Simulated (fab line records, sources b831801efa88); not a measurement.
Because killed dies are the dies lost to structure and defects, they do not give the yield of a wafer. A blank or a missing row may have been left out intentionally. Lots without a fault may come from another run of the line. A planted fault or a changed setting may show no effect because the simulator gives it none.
fab line records	flow sky130
record lots=12	wafers=36	last-day=49
route steps=708 shown METAL3@571 METAL5@663 PASSIVATION@682 PAD_OPEN@708
lots untouched by any fault: they come from a run of this same line in which no faults occurred
start-h: hours from the record's first day to the start of the lot's first wafer shown	wait-h: hours since the lot's step before	" as in the row above	L1.1+2: one row covering several wafers at once	- no value, or no start was given	* or withheld: withheld	< > ~ a bound
route shown NAME@n: NAME is a module with steps in the file, n the number in the route of the first one	usual: mean and standard deviation over wafers with no fault	same: alike in all rows	chamber/n: place in a boat	sites: each site's reading	_std_site: the standard deviation of these	_edge_site: inner sites' mean taken away from outer sites' mean	radius-mm: how far each site lies from the wafer's centre	mask NAME#n: copy n	behind: the most recent tool/chamber to have shaped the wafer	hold: why the lot was held/for how many hours/how that ended	device: names the non-switching transistor (n, p or np)	end of line: the tests these same wafers got at the end of their route	a step without rows: its recipe alone	killed: at the first sort, the dies lost to defects and structure; wafer yield is something else	map: shows each die of a wafer: x if killed, . if not, _ if none is there
set.NAME: the run value of the setting; set.NAME@STEP: its run value at that earlier step	model.NAME: the simulator's own value behind a step, which no gauge read
a sample of lots followed through the steps of the route, with each step as a table and each wafer as a row
services: when a tool's chamber went out of use (start-h, in hours from the record's first day, below 0 if earlier), for how many hours, and the reason
## steps
# step SKY_METAL3_CLEAN_21
# recipe chemistry=IPA	time-s=180	temp-c=25
# usual temp-c=25.03/0.11
lot.wafer	tool	chamber	start-h	wait-h	temp-c
L535.3	wet-bench-03	1	894.58	0.0	25.24
L535.5	"	1	"	"	25.18
L535.6	"	1	"	"	25.14
L534.1	wet-bench-01	1	895.42	0.0	24.96
L534.2	"	1	"	"	25.01
L534.5	"	1	"	"	24.96
L536.1	wet-bench-01	2	911.27	0.0	25.03
L536.3	"	2	"	"	25.03
L536.4	"	2	"	"	25.03
L537.2	wet-bench-01	3	916.52	0.0	25.14
L537.4	"	3	"	"	25.08
L537.6	"	3	"	"	25.09
L538.2	wet-bench-01	0	932.27	0.0	25.02
L538.3	"	0	"	"	24.89
L538.4	"	0	"	"	25.05
L540.3	wet-bench-03	0	950.95	0.0	24.91
L540.4	"	0	"	"	25.07
L540.6	"	0	"	"	25.18
L541.2	wet-bench-01	0	958.57	0.0	25.00
L541.3	"	0	"	"	25.20
L541.5	"	0	"	"	24.92
L545.3	wet-bench-01	3	985.17	0.0	24.93
L545.4	"	3	"	"	24.89
L545.6	"	3	"	"	24.84
L549.4	wet-bench-02	1	1005.62	0.0	25.20
L549.5	"	1	"	"	25.08
L549.6	"	1	"	"	25.00
L550.1	wet-bench-01	0	1019.01	0.0	24.85
L550.4	"	0	"	"	24.82
L550.6	"	0	"	"	24.85
L551.4	wet-bench-01	3	1019.37	0.0	24.99
L551.5	"	3	"	"	25.18
L551.6	"	3	"	"	25.00
L554.2	wet-bench-02	3	1039.05	0.0	25.04
L554.3	"	3	"	"	25.04
L554.4	"	3	"	"	25.09
# step SKY_METAL5_SPUTTER_02
# recipe material=AlCu	target-thk-nm=1150	power-w=10600	time-s=61.2	chamber-pressure-pa=0.4
# usual throttle-valve-pct=30.0/0.82
lot.wafer	tool	chamber	start-h	wait-h	throttle-valve-pct
L535.3	pvd-sputter-02	-	997.28	0.0	30.9
L535.5	"	-	"	"	30.0
L535.6	"	-	"	"	31.4
L534.1	pvd-sputter-04	-	999.35	0.0	30.2
L534.2	"	-	"	"	29.4
L534.5	"	-	"	"	30.9
L536.1	pvd-sputter-04	-	1013.06	0.0	29.5
L536.3	"	-	"	"	30.1
L536.4	"	-	"	"	28.9
L537.2	pvd-sputter-02	-	1019.47	0.0	29.7
L537.4	"	-	"	"	30.7
L537.6	"	-	"	"	31.5
L538.2	pvd-sputter-02	-	1031.63	0.0	29.7
L538.3	"	-	"	"	29.6
L538.4	"	-	"	"	31.0
L540.3	pvd-sputter-04	-	1048.59	0.0	29.2
L540.4	"	-	"	"	29.2
L540.6	"	-	"	"	30.7
L541.2	pvd-sputter-04	-	1054.64	0.0	28.9
L541.3	"	-	"	"	30.2
L541.5	"	-	"	"	31.0
L545.3	pvd-sputter-04	-	1078.65	0.0	31.0
L545.4	"	-	"	"	30.1
L545.6	"	-	"	"	29.1
L549.4	pvd-sputter-02	-	1094.94	0.0	31.2
L549.5	"	-	"	"	29.9
L549.6	"	-	"	"	31.3
L550.1	pvd-sputter-04	-	1109.24	0.0	29.3
L550.4	"	-	"	"	29.0
L550.6	"	-	"	"	29.1
L551.4	pvd-sputter-04	-	1109.88	0.0	29.4
L551.5	"	-	"	"	30.2
L551.6	"	-	"	"	30.9
L554.2	pvd-sputter-04	-	1127.18	0.0	30.9
L554.3	"	-	"	"	28.9
L554.4	"	-	"	"	29.2
# step SKY_METAL5_SPUTTER_04
# recipe material=TiN	target-thk-nm=70	power-w=6500	time-s=58.3	chamber-pressure-pa=0.4
# usual throttle-valve-pct=30.0/0.81
lot.wafer	tool	chamber	start-h	wait-h	throttle-valve-pct
L535.3	pvd-sputter-02	-	997.35	0.0	31.0
L535.5	"	-	"	"	29.6
L535.6	"	-	"	"	31.4
L534.1	pvd-sputter-04	-	999.42	0.0	30.1
L534.2	"	-	"	"	29.2
L534.5	"	-	"	"	30.8
L536.1	pvd-sputter-04	-	1013.13	0.0	29.1
L536.3	"	-	"	"	30.1
L536.4	"	-	"	"	28.9
L537.2	pvd-sputter-02	-	1019.54	0.0	29.9
L537.4	"	-	"	"	30.9
L537.6	"	-	"	"	31.6
L538.2	pvd-sputter-02	-	1031.70	0.0	29.7
L538.3	"	-	"	"	29.8
L538.4	"	-	"	"	30.9
L540.3	pvd-sputter-04	-	1048.66	0.0	29.2
L540.4	"	-	"	"	28.8
L540.6	"	-	"	"	31.0
L541.2	pvd-sputter-04	-	1054.71	0.0	29.1
L541.3	"	-	"	"	30.1
L541.5	"	-	"	"	31.2
L545.3	pvd-sputter-04	-	1078.71	0.0	30.8
L545.4	"	-	"	"	29.9
L545.6	"	-	"	"	29.3
L549.4	pvd-sputter-02	-	1095.01	0.0	31.4
L549.5	"	-	"	"	30.0
L549.6	"	-	"	"	31.4
L550.1	pvd-sputter-04	-	1109.31	0.0	29.3
L550.4	"	-	"	"	28.9
L550.6	"	-	"	"	28.9
L551.4	pvd-sputter-04	-	1109.95	0.0	29.5
L551.5	"	-	"	"	30.3
L551.6	"	-	"	"	30.6
L554.2	pvd-sputter-04	-	1127.25	0.0	30.8
L554.3	"	-	"	"	29.0
L554.4	"	-	"	"	29.3
# step SKY_PASSIVATION_THK_MEAS_01
# recipe reads=SiO2_of_PASSIVATION_CVD_00
# usual PASSIVATION_CVD_00_THK=89.7/1.2
lot.wafer	tool	chamber	start-h	wait-h	PASSIVATION_CVD_00_THK[nm]
L535.3	film-metro-02	-	1020.48	-	91.2
L535.5	"	-	"	"	89.7
L535.6	"	-	"	"	91.0
L534.1	film-metro-01	-	1022.98	-	89.6
L534.2	"	-	"	"	89.2
L534.5	"	-	"	"	89.6
L536.1	film-metro-04	-	1036.62	-	90.2
L536.3	"	-	"	"	90.7
L536.4	"	-	"	"	90.1
L537.2	film-metro-02	-	1041.87	-	88.6
L537.4	"	-	"	"	88.9
L537.6	"	-	"	"	89.7
L538.2	film-metro-01	-	1053.83	-	89.1
L538.3	"	-	"	"	90.1
L538.4	"	-	"	"	90.8
L540.3	film-metro-04	-	1069.52	-	88.9
L540.4	"	-	"	"	89.0
L540.6	"	-	"	"	90.1
L541.2	film-metro-04	-	1076.19	-	90.9
L541.3	"	-	"	"	90.7
L541.5	"	-	"	"	91.6
L545.3	film-metro-01	-	1100.03	-	88.4
L545.4	"	-	"	"	89.4
L545.6	"	-	"	"	90.0
L549.4	film-metro-04	-	1116.35	-	90.1
L549.5	"	-	"	"	90.7
L549.6	"	-	"	"	91.7
L550.1	film-metro-02	-	1129.47	-	89.3
L550.4	"	-	"	"	89.7
L550.6	"	-	"	"	88.1
L551.4	film-metro-04	-	1130.49	-	91.2
L551.5	"	-	"	"	90.0
L551.6	"	-	"	"	90.9
L554.2	film-metro-04	-	1146.50	-	88.1
L554.3	"	-	"	"	86.9
L554.4	"	-	"	"	90.7
# step SKY_PAD_OPEN_PROBE_99
# usual defect-limited-yield=82.7/1.9	killed_at_M0_to_M3=43/6.8	killed_at_M4_up=2.9/1.7	killed-at-contacts=24/5.4	killed-at-front-end=15/4.8	killed-at-other=0.3/0.57	killed-dies=85/9.4	killed-open=47/7.5	killed-short=38/5.7	sort_bin_3_pad_short=0.8/0.37	sort_bin_5_function=10.2/1.5	sort_bin_6_memory=6.2/1.1	sort-n-pass=407/9.4	sort-yield-pct=82.7/1.9
# same gross-dies=492	killed-at-back-side=0	sort_bin_4_leakage[%]=0	sort_bin_8_speed[%]=0
lot.wafer	tool	chamber	start-h	wait-h	defect-limited-yield[%]	killed_at_M0_to_M3	killed_at_M4_up	killed-at-contacts	killed-at-front-end	killed-at-other	killed-dies	killed-open	killed-short	sort_bin_3_pad_short[%]	sort_bin_5_function[%]	sort_bin_6_memory[%]	sort-n-pass	sort-yield-pct[%]
L535.3	prober-01	-	1065.39	0.2	84.3	42	4	21	10	0	77	46	31	0.8	6.9	7.9	415	84.3
L535.5	prober-01	-	1065.49	0.2	84.8	35	1	32	7	0	75	42	33	0.4	9.3	5.5	417	84.8
L535.6	prober-01	-	1065.54	0.2	85.0	38	0	19	17	0	74	49	25	0.2	10.6	4.3	418	85.0
L534.1	prober-02	-	1070.34	0.1	80.5	52	0	31	13	0	96	49	47	1.6	10.4	7.5	396	80.5
L534.2	prober-02	-	1070.39	0.1	84.1	43	1	21	12	1	78	39	39	1.2	9.6	5.1	414	84.1
L534.5	prober-02	-	1070.54	0.2	82.3	45	0	32	10	0	87	52	35	0.8	10.0	6.9	405	82.3
L536.1	prober-01	-	1080.43	0.1	84.1	35	3	24	16	0	78	45	33	0.8	6.3	8.7	414	84.1
L536.3	prober-01	-	1080.53	0.2	82.7	42	4	26	11	2	85	44	41	1.0	10.4	5.9	407	82.7
L536.4	prober-01	-	1080.58	0.2	84.1	44	2	16	16	0	78	42	36	0.6	8.9	6.3	414	84.1
L537.2	prober-02	-	1084.74	0.1	82.3	39	5	24	19	0	87	48	39	0.8	10.8	6.1	405	82.3
L537.4	prober-02	-	1084.84	0.2	82.9	35	6	21	22	0	84	36	48	0.6	9.8	6.7	408	82.9
L537.6	prober-02	-	1084.94	0.2	80.5	48	3	21	24	0	96	53	43	0.8	11.6	7.1	396	80.5
L538.2	prober-01	-	1097.26	0.1	78.9	42	3	45	13	1	104	57	47	1.4	12.0	7.7	388	78.9
L538.3	prober-01	-	1097.31	0.2	86.6	28	4	24	10	0	66	38	28	0.4	8.9	4.1	426	86.6
L538.4	prober-01	-	1097.36	0.2	86.0	35	1	24	8	1	69	33	36	1.0	7.1	5.9	423	86.0
L540.3	prober-02	-	1112.00	0.2	81.3	37	2	23	30	0	92	52	40	0.2	12.4	6.1	400	81.3
L540.4	prober-02	-	1112.05	0.2	84.8	42	2	22	9	0	75	42	33	1.0	7.7	6.5	417	84.8
L540.6	prober-02	-	1112.15	0.2	83.1	53	0	18	12	0	83	40	43	0.6	8.5	7.7	409	83.1
L541.2	prober-02	-	1118.12	0.1	85.4	39	4	13	16	0	72	41	31	1.0	9.8	3.9	420	85.4
L541.3	prober-02	-	1118.17	0.2	85.2	31	6	19	17	0	73	27	46	0.6	8.7	5.5	419	85.2
L541.5	prober-02	-	1118.27	0.2	82.7	41	6	20	16	2	85	45	40	0.8	10.8	5.7	407	82.7
L545.3	prober-02	-	1141.69	0.2	84.6	40	3	21	11	1	76	29	47	0.6	9.6	5.3	416	84.6
L545.4	prober-02	-	1141.74	0.2	85.0	42	3	14	15	0	74	37	37	1.4	8.1	5.5	418	85.0
L545.6	prober-02	-	1141.84	0.2	80.9	49	2	26	16	1	94	55	39	0.6	11.6	6.9	398	80.9
L549.4	prober-02	-	1155.38	0.2	84.8	36	3	28	8	0	75	42	33	0.4	9.6	5.3	417	84.8
L549.5	prober-02	-	1155.43	0.2	83.9	38	3	28	9	1	79	36	43	0.6	9.6	5.9	413	83.9
L549.6	prober-02	-	1155.48	0.2	81.5	44	4	32	11	0	91	53	38	1.4	9.1	7.9	401	81.5
L550.1	prober-02	-	1169.27	0.1	78.0	66	1	26	15	0	108	51	37	2.4	12.6	6.9	384	78.0
L550.4	prober-02	-	1169.42	0.2	77.6	65	2	28	15	0	110	41	42	2.8	13.8	5.7	382	77.6
L550.6	prober-02	-	1169.52	0.2	78.3	69	1	25	12	0	107	41	45	1.4	13.8	6.5	385	78.3
L551.4	prober-01	-	1169.33	0.2	76.4	84	0	15	17	0	116	34	30	3.3	14.0	6.3	376	76.4
L551.5	prober-01	-	1169.38	0.2	72.0	108	1	15	14	0	138	44	32	2.4	18.9	6.7	354	72.0
L551.6	prober-01	-	1169.43	0.2	73.2	98	1	22	10	1	132	41	35	2.2	17.1	7.5	360	73.2
L554.2	prober-01	-	1182.12	0.1	80.7	42	1	28	23	1	95	53	42	0.8	12.2	6.3	397	80.7
L554.3	prober-01	-	1182.17	0.2	83.5	36	2	24	19	0	81	48	33	0.4	11.0	5.1	411	83.5
L554.4	prober-01	-	1182.22	0.2	81.1	50	5	26	11	1	93	46	47	0.8	11.4	6.7	399	81.1
# killed by level:class
L535.3 VIA1:geometric-particle:open=12 CONTACT:geometric-particle:open=8 VIA1:geometric-particle:short=6 VIA3:geometric-particle:open=6 FIELD_ISO:geometric-particle:open=5 LI_CONTACT:geometric-particle:open=5 LOCAL_INTERCONNECT:geometric-particle:short=4 METAL2:geometric-particle:short=4
L535.5 VIA3:geometric-particle:open=10 CONTACT:geometric-particle:open=9 LI_CONTACT:geometric-particle:open=6 LI_CONTACT:geometric-particle:short=6 VIA1:geometric-particle:open=6 LOCAL_INTERCONNECT:geometric-particle:short=5 METAL1:geometric-particle:short=5 CONTACT:geometric-particle:short=4
L535.6 VIA1:geometric-particle:open=18 POLY_GATE:geometric-particle:open=7 CONTACT:geometric-particle:open=6 LI_CONTACT:geometric-particle:open=5 CONTACT:geometric-particle:short=5 FIELD_ISO:geometric-particle:open=3 POLY_GATE:geometric-particle:short=3 METAL2:geometric-particle:short=3
L534.1 VIA1:geometric-particle:open=15 CONTACT:geometric-particle:open=12 CONTACT:geometric-particle:short=9 METAL3:geometric-particle:short=7 LOCAL_INTERCONNECT:geometric-particle:short=6 VIA1:geometric-particle:short=5 VIA2:geometric-particle:short=5 FIELD_ISO:geometric-particle:open=4
L534.2 CONTACT:geometric-particle:open=7 VIA1:geometric-particle:open=7 VIA3:geometric-particle:open=7 LI_CONTACT:geometric-particle:open=6 VIA1:geometric-particle:short=5 VIA2:geometric-particle:short=5 FIELD_ISO:geometric-particle:short=4 CONTACT:geometric-particle:short=4
L534.5 CONTACT:geometric-particle:open=16 VIA1:geometric-particle:open=12 VIA2:geometric-particle:open=10 METAL2:geometric-particle:short=6 CONTACT:geometric-particle:short=5 POLY_GATE:geometric-particle:short=4 LI_CONTACT:geometric-particle:short=4 VIA3:geometric-particle:open=4
L536.1 CONTACT:geometric-particle:open=11 VIA2:geometric-particle:open=8 VIA1:geometric-particle:open=6 FIELD_ISO:geometric-particle:short=5 POLY_GATE:geometric-particle:open=5 METAL1:geometric-particle:short=5 LI_CONTACT:geometric-particle:open=5 VIA3:geometric-particle:open=5
L536.3 LI_CONTACT:geometric-particle:open=10 CONTACT:geometric-particle:open=9 VIA2:geometric-particle:open=8 CONTACT:geometric-particle:short=6 METAL1:geometric-particle:short=6 VIA1:geometric-particle:open=5 METAL2:geometric-particle:short=5 FIELD_ISO:geometric-particle:short=4
L536.4 VIA2:geometric-particle:open=11 VIA1:geometric-particle:open=10 FIELD_ISO:geometric-particle:short=6 LI_CONTACT:geometric-particle:open=6 METAL2:geometric-particle:short=6 FIELD_ISO:geometric-particle:open=5 CONTACT:geometric-particle:open=4 VIA1:geometric-particle:short=4
L537.2 CONTACT:geometric-particle:open=12 METAL1:geometric-particle:short=7 METAL2:geometric-particle:short=7 LI_CONTACT:geometric-particle:open=6 FIELD_ISO:geometric-particle:open=5 POLY_GATE:geometric-particle:open=5 VIA2:geometric-particle:open=5 VIA3:geometric-particle:open=5
L537.4 POLY_GATE:geometric-particle:short=9 VIA1:geometric-particle:open=8 CONTACT:geometric-particle:open=8 METAL1:geometric-particle:short=8 METAL2:geometric-particle:short=6 VIA2:geometric-particle:open=6 FIELD_ISO:geometric-particle:short=5 CONTACT:geometric-particle:short=5
L537.6 CONTACT:geometric-particle:open=12 FIELD_ISO:geometric-particle:short=9 VIA3:geometric-particle:open=9 VIA1:geometric-particle:open=8 METAL2:geometric-particle:short=7 POLY_GATE:geometric-particle:open=6 FIELD_ISO:geometric-particle:open=5 VIA1:geometric-particle:short=5
L538.2 CONTACT:geometric-particle:open=16 LI_CONTACT:geometric-particle:open=10 CONTACT:geometric-particle:short=9 VIA1:geometric-particle:open=9 LOCAL_INTERCONNECT:geometric-particle:short=7 VIA3:geometric-particle:open=7 FIELD_ISO:geometric-particle:short=4 VIA3:geometric-particle:short=4
L538.3 VIA1:geometric-particle:open=11 LI_CONTACT:geometric-particle:open=9 CONTACT:geometric-particle:open=9 LOCAL_INTERCONNECT:geometric-particle:short=4 FIELD_ISO:geometric-particle:short=3 METAL4:geometric-particle:short=3 VIA1:geometric-particle:short=3 METAL2:geometric-particle:short=3
L538.4 METAL1:geometric-particle:short=10 LI_CONTACT:geometric-particle:open=8 VIA1:geometric-particle:open=8 CONTACT:geometric-particle:open=6 LI_CONTACT:geometric-particle:short=5 VIA3:geometric-particle:open=4 LOCAL_INTERCONNECT:geometric-particle:short=3 METAL3:geometric-particle:short=3
L540.3 CONTACT:geometric-particle:open=13 VIA1:geometric-particle:open=10 FIELD_ISO:geometric-particle:open=7 POLY_GATE:geometric-particle:open=7 FIELD_ISO:geometric-particle:short=6 POLY_GATE:geometric-particle:short=6 METAL1:geometric-particle:short=5 CONTACT:geometric-particle:short=4
L540.4 VIA1:geometric-particle:open=11 LI_CONTACT:geometric-particle:open=8 CONTACT:geometric-particle:open=7 VIA3:geometric-particle:open=7 POLY_GATE:geometric-particle:short=4 VIA3:geometric-particle:short=4 LOCAL_INTERCONNECT:geometric-particle:short=4 VIA2:geometric-particle:open=4
L540.6 VIA1:geometric-particle:open=13 VIA1:geometric-particle:short=10 VIA3:geometric-particle:open=6 METAL1:geometric-particle:short=6 LOCAL_INTERCONNECT:geometric-particle:short=6 LI_CONTACT:geometric-particle:open=5 VIA2:geometric-particle:open=5 FIELD_ISO:geometric-particle:open=4
L541.2 VIA1:geometric-particle:open=11 LI_CONTACT:geometric-particle:open=8 METAL2:geometric-particle:short=7 FIELD_ISO:geometric-particle:open=5 POLY_GATE:geometric-particle:open=5 VIA1:geometric-particle:short=5 VIA2:geometric-particle:open=5 CONTACT:geometric-particle:open=4
L541.3 POLY_GATE:geometric-particle:short=9 VIA1:geometric-particle:open=8 LOCAL_INTERCONNECT:geometric-particle:short=8 FIELD_ISO:geometric-particle:short=4 METAL4:geometric-particle:short=4 CONTACT:geometric-particle:open=4 METAL1:geometric-particle:short=4 VIA1:geometric-particle:short=4
L541.5 VIA1:geometric-particle:open=13 CONTACT:geometric-particle:open=6 METAL2:geometric-particle:short=5 VIA1:geometric-particle:short=5 LI_CONTACT:geometric-particle:short=5 LI_CONTACT:geometric-particle:open=5 VIA3:geometric-particle:open=5 FIELD_ISO:geometric-particle:open=4
L545.3 CONTACT:geometric-particle:open=10 METAL2:geometric-particle:short=7 METAL1:geometric-particle:short=6 VIA1:geometric-particle:open=5 VIA2:geometric-particle:open=5 VIA3:geometric-particle:open=5 LOCAL_INTERCONNECT:geometric-particle:short=4 SPACER:geometric-particle:short=3
L545.4 VIA1:geometric-particle:open=14 VIA1:geometric-particle:short=6 CONTACT:geometric-particle:open=5 METAL1:geometric-particle:short=4 FIELD_ISO:geometric-particle:open=3 FIELD_ISO:geometric-particle:short=3 SPACER:geometric-particle:open=3 SPACER:geometric-particle:short=3
L545.6 CONTACT:geometric-particle:open=15 VIA1:geometric-particle:open=11 VIA1:geometric-particle:short=9 FIELD_ISO:geometric-particle:short=7 LI_CONTACT:geometric-particle:open=7 VIA3:geometric-particle:open=6 VIA3:geometric-particle:short=5 METAL2:geometric-particle:short=4
L549.4 CONTACT:geometric-particle:open=11 VIA1:geometric-particle:open=7 METAL2:geometric-particle:short=6 LI_CONTACT:geometric-particle:open=5 LOCAL_INTERCONNECT:geometric-particle:short=5 METAL1:geometric-particle:short=5 VIA2:geometric-particle:open=5 LI_CONTACT:geometric-particle:short=4
L549.5 CONTACT:geometric-particle:short=9 METAL2:geometric-particle:short=8 VIA3:geometric-particle:open=8 VIA1:geometric-particle:open=6 LI_CONTACT:geometric-particle:open=5 VIA2:geometric-particle:open=5 POLY_GATE:geometric-particle:short=4 POLY_GATE:geometric-particle:open=4
L549.6 LI_CONTACT:geometric-particle:open=10 VIA3:geometric-particle:open=9 CONTACT:geometric-particle:open=9 VIA1:geometric-particle:open=9 VIA2:geometric-particle:open=8 CONTACT:geometric-particle:short=6 FIELD_ISO:geometric-particle:short=4 LOCAL_INTERCONNECT:geometric-particle:short=4
L550.1 METAL3:unspecified=20 CONTACT:geometric-particle:open=12 VIA1:geometric-particle:open=11 METAL1:geometric-particle:short=8 VIA2:geometric-particle:open=7 CONTACT:geometric-particle:short=6 VIA3:geometric-particle:open=6 FIELD_ISO:geometric-particle:open=5
L551.4 METAL3:unspecified=52 VIA1:geometric-particle:open=9 CONTACT:geometric-particle:open=8 VIA2:geometric-particle:open=5 FIELD_ISO:geometric-particle:open=4 FIELD_ISO:geometric-particle:short=4 VIA1:geometric-particle:short=4 METAL2:geometric-particle:short=4
L551.5 METAL3:unspecified=62 VIA3:geometric-particle:open=10 VIA1:geometric-particle:open=8 CONTACT:geometric-particle:open=6 VIA2:geometric-particle:open=6 FIELD_ISO:geometric-particle:short=5 LI_CONTACT:geometric-particle:open=5 METAL1:geometric-particle:short=5
L550.4 METAL3:unspecified=27 METAL1:geometric-particle:short=10 VIA3:geometric-particle:open=8 VIA1:geometric-particle:open=8 CONTACT:geometric-particle:open=7 LI_CONTACT:geometric-particle:open=7 CONTACT:geometric-particle:short=6 FIELD_ISO:geometric-particle:open=4
L551.6 METAL3:unspecified=56 VIA1:geometric-particle:open=11 CONTACT:geometric-particle:open=10 VIA1:geometric-particle:short=7 VIA2:geometric-particle:open=6 LI_CONTACT:geometric-particle:open=5 METAL2:geometric-particle:short=4 METAL3:geometric-particle:short=4
L550.6 METAL3:unspecified=21 METAL1:geometric-particle:short=7 LI_CONTACT:geometric-particle:open=7 CONTACT:geometric-particle:open=7 VIA1:geometric-particle:open=7 VIA2:geometric-particle:open=7 CONTACT:geometric-particle:short=6 METAL2:geometric-particle:short=6
L554.2 CONTACT:geometric-particle:open=10 VIA1:geometric-particle:open=9 POLY_GATE:geometric-particle:short=8 VIA3:geometric-particle:open=8 LI_CONTACT:geometric-particle:open=7 VIA2:geometric-particle:open=7 FIELD_ISO:geometric-particle:open=6 FIELD_ISO:geometric-particle:short=6
L554.3 VIA1:geometric-particle:open=10 CONTACT:geometric-particle:open=9 LI_CONTACT:geometric-particle:open=8 FIELD_ISO:geometric-particle:short=7 POLY_GATE:geometric-particle:open=4 VIA3:geometric-particle:short=4 POLY_GATE:geometric-particle:short=3 METAL2:geometric-particle:short=3
L554.4 VIA1:geometric-particle:open=12 METAL1:geometric-particle:short=8 VIA2:geometric-particle:open=8 CONTACT:geometric-particle:open=7 FIELD_ISO:geometric-particle:short=5 LI_CONTACT:geometric-particle:open=5 CONTACT:geometric-particle:short=4 METAL2:geometric-particle:short=4
## services
tool	chamber	start-h	hours	kind
pvd-sputter-04	2	906.91	-	consumable-replace:kit
pvd-sputter-04	2	906.91	18.0	scheduled-down
pvd-sputter-04	2	906.91	18.0	vent-cycle
pvd-sputter-02	-	913.96	2.0	repair
pvd-sputter-04	-	931.35	1.4	repair
wet-bench-02	-	956.74	2.0	repair
pvd-sputter-02	-	990.04	1.2	repair
pvd-sputter-04	1	1017.22	-	consumable-replace:kit
pvd-sputter-04	1	1017.22	18.0	scheduled-down
pvd-sputter-04	1	1017.22	18.0	vent-cycle
pvd-sputter-02	-	1041.37	15.8	repair
pvd-sputter-02	2	1095.06	-	consumable-replace:kit
pvd-sputter-02	2	1095.06	18.0	scheduled-down
pvd-sputter-02	2	1095.06	18.0	vent-cycle
## key
first-sign step=SKY_PAD_OPEN_PROBE_99	reading=killed_at_M0_to_M3	direction=up	sigmas=5.7	usual=43	struck=82
effect step=SKY_PAD_OPEN_PROBE_99	reading=sort_bin_3_pad_short	direction=up	sigmas=4.4	usual=0.8	struck=2.4
met-at SKY_METAL3_CLEAN_21
struck-lots L550,L551
not-acting-at SKY_METAL5_SPUTTER_02,SKY_METAL5_SPUTTER_04,SKY_PASSIVATION_THK_MEAS_01
onset-between 985.17 1019.01
fault kind=chamber-particle-source	tool=wet-bench-01	chamber=-	onset-h=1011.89	steps=SKY_METAL3_CLEAN_21	rate-per-visit-cm2=0.75886	end-h=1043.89
